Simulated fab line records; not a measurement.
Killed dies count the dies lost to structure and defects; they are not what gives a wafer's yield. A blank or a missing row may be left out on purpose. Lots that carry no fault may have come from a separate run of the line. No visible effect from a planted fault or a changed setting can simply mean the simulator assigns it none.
The tool behind it: which one? | flow sky130 | Sampling: 10 lots, 30 wafers, 2 of 708 route steps

## WHAT THE GAUGES SHOWED, per wafer
SKY_METAL5_RS_MEAS_05: measurement is done with a four-point probe.
lot  | measured     | on            | METAL5_ALCU_RS (ohm/sq)
L228 | day 43 23:20 | film metro-04 | 0.02681 0.0268 0.02702
L229 | day 44 02:17 | film metro-03 | 0.0269 0.02668 0.02703
L232 | day 44 23:31 | film metro-02 | 0.02764 0.02769 0.02734
L237 | day 46 12:38 | film metro-02 | 0.02701 0.01984 0.02001 0.02702 0.01986 0.02001
L239 | day 46 16:17 | film metro-03 | 0.01967 0.02712 0.02691 0.0197 0.02711 0.02692
L240 | day 46 17:08 | film metro-04 | 0.02714 0.01957 0.02679 0.02713 0.01964 0.0268
L242 | day 47 07:28 | film metro-04 | 0.02702 0.02727 0.02728
L244 | day 47 13:57 | film metro-04 | 0.02753 0.02722 0.02735
L246 | day 48 03:04 | film metro-04 | 0.02707 0.02721 0.02667
L248 | day 48 09:17 | film metro-04 | 0.02667 0.02746 0.02729

## WHICH TOOL RAN EACH LOT (tool, then ch and the chambers of the sampled wafers, then the start)
lot  | SKY_METAL5_SPUTTER_02
L228 | pvd sputter-02, day 43 23:13
L229 | pvd sputter-02, day 44 02:08
L232 | pvd sputter-01, day 44 23:22
L237 | pvd sputter-02, day 46 12:31
L239 | pvd sputter-02, day 46 16:08
L240 | pvd sputter-02, day 46 17:02
L242 | pvd sputter-01, day 47 07:20
L244 | pvd sputter-01, day 47 13:44
L246 | pvd sputter-04, day 48 02:55
L248 | pvd sputter-04, day 48 09:10
- SKY_METAL5_SPUTTER_02: material AlCu, target thk 1150 nm, time 61.2 s.

## THE ANSWER, worked out from the rows above alone
Rule: usual is defined by the lots themselves. The widest of any qualifying gaps counts: lots, ordered by their means at a reading, are off when they make up no more than a third of the lots, leave a main group of 4 or more, and stand apart from it by 3 or more times the standard deviation of that group's means. Not used: any main group whose means are identical at the precision the tables above print for the reading. Also off: a lot with no number at a reading for which 4 or more lots have one. All remaining lots with rows at the step are treated as sound.
Off: at SKY_METAL5_RS_MEAS_05 (METAL5_ALCU_RS), L237, L239, L240. Main group: mean 0.02714 ohm/sq, sd 0.00024.
A tool fits if, at a process step before that reading, it ran every lot that is off, and no sound lot after the first of them. Those tools and the gauges at SKY_METAL5_RS_MEAS_05 are tried in the same way. One candidate fits, namely pvd sputter-02 at SKY_METAL5_SPUTTER_02. Its last sound lot is L229 (day 44 02:08), its first lot that is off L237 (day 46 12:31): a fault that began between those two fits.

## WHAT WAS PUT IN BY THE SIMULATOR
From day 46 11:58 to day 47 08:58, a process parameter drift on pvd sputter-02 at SKY_METAL5_SPUTTER_02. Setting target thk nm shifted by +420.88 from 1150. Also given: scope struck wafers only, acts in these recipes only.
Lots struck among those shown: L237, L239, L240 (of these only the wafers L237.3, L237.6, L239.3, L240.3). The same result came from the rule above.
